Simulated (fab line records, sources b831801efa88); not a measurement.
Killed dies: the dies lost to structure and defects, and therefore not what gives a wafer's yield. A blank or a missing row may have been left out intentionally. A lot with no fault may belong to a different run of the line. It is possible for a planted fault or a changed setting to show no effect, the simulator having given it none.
Matching of chambers -- flow sky130 -- 4 sister chambers for SKY_VIA4_CMP_21 on cmp-01
The step polishes, stops on SiO2, t overpolish 25 s, target thk 0 nm. 4 wafers are shown with their chamber, then 7 later ones without.

WAFERS PAIRED WITH THEIR CHAMBERS
wafer,chamber,motor-current-A (A)
L489.6,0,10.2
L493.6,1,11.4
L504.1,3,9.8
L504.3,2,10.2

WAFERS WITHOUT THEIR CHAMBER
wafer,motor-current-A (A)
L504.6,11.1
L505.4,10.0
L505.5,10.4
L505.6,11.3
L507.2,10.6
L507.3,10.8
L507.5,9.8

THE CHAMBER EACH PASSED THROUGH
wafer,from the rows above,in truth
L504.6,can't be placed: 1 or 0 or 2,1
L505.4,can't be placed: 0 or 2 or 3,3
L505.5,can't be placed: 0 or 2 or 3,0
L505.6,1,1
L507.2,can't be placed: 0 or 2 or 3 or 1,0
L507.3,can't be placed: 1 or 0 or 2 or 3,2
L507.5,can't be placed: 3 or 0 or 2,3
Placed correctly: 1 of 7. Unplaceable from these rows: 6, with the true chamber sitting among the candidates in 6. 0 placed wrongly.
How it was worked out, from the rows above alone: a wafer's distance from a chamber is the root of the sum, over the readings, of the square of ((its reading less the chamber's mean) divided by the reading's scatter). If the next closest chamber is less than 2 further off than the closest, the wafer can't be placed; otherwise it belongs to the closest. Each chamber's mean is taken over the wafers shown for it. The scatter: with one shown wafer a chamber, the root of the mean of the squares of how far each hidden wafer lies from its nearest shown one.
